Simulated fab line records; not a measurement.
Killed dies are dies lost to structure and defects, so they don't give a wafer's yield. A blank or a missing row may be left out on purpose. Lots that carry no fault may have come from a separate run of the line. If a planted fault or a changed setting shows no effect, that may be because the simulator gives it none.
Comparing a struck lot with a sound one	flow gf180mcu	15 steps out of a route of 602
Sound: the wafers L860.1, L860.4, L860.5. Wafers struck: L851.3, L851.4, L851.6. At the end, the cause is stated.
Order at every step that has rows: each side's tool, ch and its chambers, its first start. Under that, the readings that differ: sound wafers	struck wafers	difference of the means	sigmas: that difference in standard deviations of wafers without a fault.
alike: same words and numbers on both sides, and readings whose means sit less than 2 such deviations apart. not compared: any withheld reading, any reading some wafer has no value for, any bound like >300 that may hide the same value, and any number with overlapping values for which the record gives no deviation.
The two part at a step that has a row with sigmas, a row that says differs or no value, or rows on one side only. Numbers that don't overlap but have no deviation are shown without sigmas and don't part them. Lack of a reading on every wafer of one side parts them only where that side has two or more wafers.

first, 5 steps without rows for these wafers: GF_MIM_COAT_14 (resist thk 1000 nm); GF_MIM_SOFTBAKE_15 (time 60 s); GF_MIM_EXPOSE_16 (exposes mask FuseTop, target cd 2000 nm); GF_MIM_PEB_17; GF_MIM_DEVELOP_18 (develop time 60 s).
GF_MIM_METAL_ETCH_19: etches the open film in Cl2/BCl3, stops on Si3N4, target depth 324.5 nm, time 54.1 s.
  sound on rie metal-01 ch 1, day 30 21:59; struck on rie metal-01 ch 0,1, day 28 06:52
  alike: bias w, drypump motor current A, oes product au, throttle valve pct
  not compared: rf hours counter h
GF_MIM_STRIP_20: strips in O2/N2.
  sound on plasma asher-01 ch 0,1, day 30 22:04; struck on plasma asher-03 ch 0,1, day 28 06:56
  alike: drypump motor current A, heater power w, oes product au, strip time to endpoint s
  not compared: rf hours counter h
then, 5 steps without rows for these wafers: GF_MIM_STRIP_21 (strips in post etch residue remover, time 1200 s); GF_MIM_CLEAN_22 (cleans in DIW); GF_M5_DEHYDRATE_00 (time 60 s); GF_M5_HMDS_01 (prime time 60 s); GF_M5_COAT_02 (resist thk 1000 nm).
GF_M5_SOFTBAKE_03: time 60 s.
  sound on litho track-01 ch 0, day 31 07:07; struck on litho track-03 ch 0, day 28 17:35
reading	sound	struck	difference	sigmas
heater power total W (W)	92.96 93.11 93.00	94.59 94.59 94.70	+1.60	+29
run length s (s)	88.64 88.65 88.78	86.43 86.28 86.05	-2.44	-8
then, 1 step without rows for these wafers: GF_M5_EXPOSE_04 (exposes mask Metal5, target cd 280 nm).
-- the record jumps here: 3 days lie between the struck wafers' starts before and after (it left off in module M5 and takes up again in module PASSIVATION, whose first step shown is number 602 of the route) --
GF_PASSIVATION_PROBE_99:
  only the struck wafers here have rows in the record (prober-02, day 31 16:32); the sound ones have none

## WHERE THEY PART
First at GF_M5_SOFTBAKE_03; last, within this record, at GF_PASSIVATION_PROBE_99.

WHY: the cause the simulator had injected
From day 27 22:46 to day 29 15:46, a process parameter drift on litho track-03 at GF_M5_SOFTBAKE_03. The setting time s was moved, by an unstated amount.
